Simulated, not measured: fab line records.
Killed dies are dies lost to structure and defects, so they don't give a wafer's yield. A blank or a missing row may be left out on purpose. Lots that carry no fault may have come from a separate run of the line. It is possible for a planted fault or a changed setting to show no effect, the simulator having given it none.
fab line records	flow sky130	part 2 of 2: steps 29 to 37 of 37
record: lots: 5	wafers: 15	last-day: 50
route steps=708 shown METAL3@558 VIA3@573
lots untouched by any fault: they come from a run of this same line in which no faults occurred
start-h: the number of hours between the record's first day and the start of the first shown wafer of the lot	wait-h: how many hours have passed since the lot's step before this one	" the same as in the row above	L1.1+2: several wafers, shown together as one row	- no value present, or no start provided	* or withheld: withheld	< > ~ a bound
route shown NAME@n: NAME is a module with steps in the file, n the number in the route of the first one	usual: mean/standard deviation taken from wafers without a fault	same: alike in all rows	chamber/n: place in a boat	sites: the reading at each site	_std_site: how widely they spread, as a standard deviation	_edge_site: the outer-site mean with the inner-site mean subtracted	radius-mm: how far each site lies from the wafer's centre	mask NAME#n: copy n	behind: the last tool/chamber to shape the wafer	hold: cause of the lot's hold/its duration in hours/its outcome	device: names the non-switching transistor (n, p or np)	end of line: the same wafers' tests at the end of the route	where a step has no rows: the recipe by itself	killed: dies lost to structure and defects at the first sort, not the wafer's yield	map: a wafer's dies, marking killed ones x, the rest . and places with no die _
set.NAME: setting as actually run; set.NAME@STEP: the setting as run at that earlier step	model.NAME: the simulator's own value behind a step, which no gauge read
certain route steps with their lots: each step a table, each wafer a row
services: when a tool's chamber went out of use (start-h, in hours from the record's first day, below 0 if earlier), for how many hours, and the reason
== steps ==
step: SKY_VIA3_OVL_MEAS_13
usual: VIA3_OVL: 2/4.2
lot.wafer	tool	chamber	start-h	wait-h	VIA3_OVL[nm]
L074.3	overlay-01	-	930.61	0.1	4
L074.4	"	-	"	"	9
L074.5	"	-	"	"	7
L076.2	overlay-01	-	947.90	0.1	13
L076.5	"	-	"	"	4
L076.6	"	-	"	"	7
L080.1	overlay-01	-	977.21	0.1	3
L080.3	"	-	"	"	11
L080.4	"	-	"	"	3
L086.2	overlay-01	-	1020.94	0.1	-4
L086.3	"	-	"	"	-5
L086.5	"	-	"	"	-9
L095.1	overlay-01	-	1079.04	0.1	6
L095.4	"	-	"	"	4
L095.5	"	-	"	"	2
step: SKY_VIA3_ETCH_14
recipe: chemistry: N2/H2	target: BARC	ion-energy-ev: 200	source-w: 500	bias-w: 100	pressure-mtorr: 30	n2-flow-sccm: 100	h2-flow-sccm: 200	stop-on: SiO2	time-s: 45.9	target-depth-a: 600
usual: chamber-pressure-mTorr: 29.999/0.026	drypump-motor-current-A: 5.8/0.34	oes-product-au: 0.854/0.0047	throttle-valve-pct: 13.223/0.0093
lot.wafer	tool	chamber	start-h	wait-h	chamber-pressure-mTorr	drypump-motor-current-A	oes-product-au	rf-hours-counter-h	throttle-valve-pct
L074.3	rie-diel-04	1	930.63	0.0	29.969	6.0	0.855	22	13.234
L074.4	"	3	"	"	29.988	6.0	0.849	14	13.238
L074.5	"	3	"	"	29.950	6.0	0.863	-	13.225
L076.2	rie-diel-02	1	947.93	0.0	29.982	5.6	0.861	17	13.205
L076.5	"	1	"	"	29.987	5.5	0.852	-	13.235
L076.6	"	2	"	"	29.967	5.1	0.858	-	13.222
L080.1	rie-diel-01	2	977.24	0.0	29.992	5.0	0.855	1	13.209
L080.3	"	1	"	"	29.997	5.4	0.855	12	13.227
L080.4	"	3	"	"	30.023	6.4	0.846	28	13.224
L086.2	rie-diel-04	3	1020.97	0.0	30.005	6.0	0.853	17	13.218
L086.3	"	1	"	"	29.970	6.0	0.856	25	13.210
L086.5	"	3	"	"	30.028	6.0	0.858	-	13.224
L095.1	rie-diel-04	0	1079.07	0.0	29.960	6.1	0.857	8	13.217
L095.4	"	2	"	"	30.008	5.8	0.862	8	13.228
L095.5	"	2	"	"	30.059	5.8	0.849	-	13.226
step: SKY_VIA3_ETCH_15
recipe: target: SiO2	chemistry: C4F8/O2/Ar	target-depth-nm: 507	stop-on: TiN	mask-material: KrF-thick	source-w: 1500	bias-w: 1200	pressure-mtorr: 40	c4f8-flow-sccm: withheld	O2_flow_sccm: 6	Ar_flow_sccm: 300	time-s: 78
usual: chamber-pressure-mTorr: 40.00/0.034	oes-product-au: 0.947/0.0049
lot.wafer	tool	chamber	start-h	wait-h	chamber-pressure-mTorr	oes-product-au	rf-hours-counter-h
L074.3	rie-diel-04	1	930.68	0.0	39.96	0.940	22
L074.4	"	3	"	"	40.00	0.941	14
L074.5	"	3	"	"	39.98	0.948	-
L076.2	rie-diel-02	1	947.98	0.0	40.02	0.950	17
L076.5	"	1	"	"	40.00	0.938	-
L076.6	"	2	"	"	40.01	0.942	-
L080.1	rie-diel-01	2	977.29	0.0	39.96	0.944	1
L080.3	"	1	"	"	40.03	0.947	12
L080.4	"	3	"	"	40.03	0.943	28
L086.2	rie-diel-04	3	1021.02	0.0	40.06	0.949	17
L086.3	"	1	"	"	39.95	0.943	25
L086.5	"	3	"	"	39.94	0.953	-
L095.1	rie-diel-04	0	1079.12	0.0	39.99	0.947	8
L095.4	"	2	"	"	39.97	0.954	8
L095.5	"	2	"	"	40.01	0.949	-
step: SKY_VIA3_STRIP_16
recipe: chemistry: O2/N2	power-w: 1400	pressure-mtorr: 1500	platen-temp-c: withheld	o2-flow-sccm: 3000	n2-flow-sccm: 300	overash-fraction: 0.5
usual: chamber-pressure-mTorr: 1499.9/1.5	drypump-motor-current-A: 5.42/0.28	oes-product-au: 0.401/0.0044	strip-time-to-endpoint-s: 4.11/0.039
lot.wafer	tool	chamber	start-h	wait-h	chamber-pressure-mTorr	drypump-motor-current-A	oes-product-au	rf-hours-counter-h	strip-time-to-endpoint-s
L074.3	plasma-asher-04	0	930.77	0.1	1499.0	5.09	0.407	-	4.14
L074.4	"	1	"	"	1503.2	5.67	0.400	-	4.14
L074.5	"	0	"	"	1499.2	5.10	0.396	-	4.14
L076.2	plasma-asher-04	1	948.04	0.0	1499.8	5.61	0.402	116	4.19
L076.5	"	1	"	"	1501.4	5.61	0.405	-	4.18
L076.6	"	0	"	"	1498.6	5.08	0.407	-	4.13
L080.1	plasma-asher-02	0	977.35	0.0	1498.4	5.16	0.404	24	4.10
L080.3	"	0	"	"	1500.6	5.18	0.400	-	4.11
L080.4	"	1	"	"	1500.8	5.89	0.408	-	4.10
L086.2	plasma-asher-01	1	1021.08	0.0	1498.5	5.20	0.397	56	4.09
L086.3	"	0	"	"	1498.9	5.56	0.401	-	4.11
L086.5	"	0	"	"	1500.4	5.57	0.402	-	4.09
L095.1	plasma-asher-01	1	1079.18	0.0	1496.4	5.20	0.402	63	4.07
L095.4	"	0	"	"	1499.7	5.59	0.402	-	4.08
L095.5	"	0	"	"	1502.0	5.56	0.395	-	4.09
step: SKY_VIA3_STRIP_17
recipe: chemistry: post-etch-residue-remover	time-s: 1200	temp-c: 72.5
lot.wafer	tool	chamber	start-h	wait-h
L074.3+4+5	wet-bench-04	3	930.84	0.0
L076.2+5+6	wet-bench-04	3	948.14	0.1
L080.1+3+4	wet-bench-04	3	977.45	0.1
L086.2+3+5	wet-bench-03	1	1021.18	0.1
L095.1+4+5	wet-bench-04	0	1079.28	0.1
step: SKY_VIA3_CLEAN_18
recipe: chemistry: IPA	time-s: 180	temp-c: 25
lot.wafer	tool	chamber	start-h	wait-h
L074.3+4+5	wet-bench-03	3	931.21	0.0
L076.2+5+6	wet-bench-03	1	948.48	0.0
L080.1+3+4	wet-bench-03	3	978.13	0.0
L086.2+3+5	wet-bench-01	0	1021.52	0.0
L095.1+4+5	wet-bench-01	2	1080.02	0.0
step: SKY_VIA3_CLEAN_19
recipe: chemistry: O3/DIW	dry: n2-spin
lot.wafer	tool	chamber	start-h	wait-h
L074.3+4+5	wet-bench-04	3	931.27	0.0
L076.2+5+6	wet-bench-01	1	948.54	0.0
L080.1+3+4	wet-bench-01	0	978.19	0.0
L086.2+3+5	wet-bench-04	0	1021.58	0.0
L095.1+4+5	wet-bench-03	0	1080.08	0.0
step: SKY_VIA3_SPUTTER_20
recipe: material: TiN	target-thk-nm: 20	chamber-pressure-pa: 5	power-w: 4000	time-s: 80
usual: throttle-valve-pct: 29.8/0.66
lot.wafer	tool	chamber	start-h	wait-h	throttle-valve-pct
L074.3	pvd-sputter-02	-	931.37	0.0	29.9
L074.4	"	-	"	"	30.6
L074.5	"	-	"	"	30.6
L076.2	pvd-sputter-02	-	948.64	0.0	29.1
L076.5	"	-	"	"	30.4
L076.6	"	-	"	"	30.0
L080.1	pvd-sputter-02	-	978.28	0.0	29.2
L080.3	"	-	"	"	30.5
L080.4	"	-	"	"	30.2
L086.2	pvd-sputter-03	-	1021.80	0.0	30.0
L086.3	"	-	"	"	29.2
L086.5	"	-	"	"	29.1
L095.1	pvd-sputter-04	-	1080.17	0.0	29.8
L095.4	"	-	"	"	29.1
L095.5	"	-	"	"	28.6
step: SKY_VIA3_CVD_21
recipe: material: W	target-thk-nm: 390	time-s: 117.31	temp-c: 400	pressure-torr: 40
usual: heater-power-w: 805/34
lot.wafer	tool	chamber	start-h	wait-h	heater-power-w
L074.3	cvd-w-01	0	931.47	0.1	739
L074.4	"	1	"	"	783
L074.5	"	1	"	"	801
L076.2	cvd-w-02	0	948.70	0.0	818
L076.5	"	0	"	"	802
L076.6	"	1	"	"	833
L080.1	cvd-w-01	1	978.35	0.0	786
L080.3	"	0	"	"	734
L080.4	"	1	"	"	789
L086.2	cvd-w-02	0	1021.86	0.0	852
L086.3	"	1	"	"	824
L086.5	"	1	"	"	849
L095.1	cvd-w-02	1	1080.23	0.0	838
L095.4	"	0	"	"	840
L095.5	"	0	"	"	838
== services ==
tool	chamber	start-h	hours	kind
rie-metal-03	0	874.67	4.1	repair
rie-diel-04	2	877.99	6.4	repair
rie-metal-03	1	882.64	4.7	repair
rie-metal-03	-	888.46	4.3	repair
krf-scanner-01	-	901.17	1.2	repair
krf-scanner-02	-	919.99	3.6	pm
krf-scanner-02	-	926.47	1.0	pm
cmp-02	-	931.82	4.7	repair
krf-scanner-01	-	935.43	0.8	pm
krf-scanner-02	-	935.44	9.1	repair
krf-scanner-02	-	944.59	0.8	pm
krf-scanner-01	-	945.34	1.3	pm
krf-scanner-01	-	946.64	1.0	pm
hdpcvd-02	-	950.25	15.0	pm
wet-bench-01	-	957.47	2.8	repair
rie-diel-02	-	962.46	2.8	pm
rie-diel-04	1	973.20	5.4	repair
rie-diel-02	2	992.94	3.8	repair
krf-scanner-02	-	996.30	0.8	pm
krf-scanner-02	-	1009.86	1.3	pm
wet-bench-03	-	1041.71	1.1	repair
krf-scanner-02	-	1043.06	0.6	repair
rie-metal-02	1	1055.48	7.9	repair
rie-diel-04	2	1073.35	2.0	repair
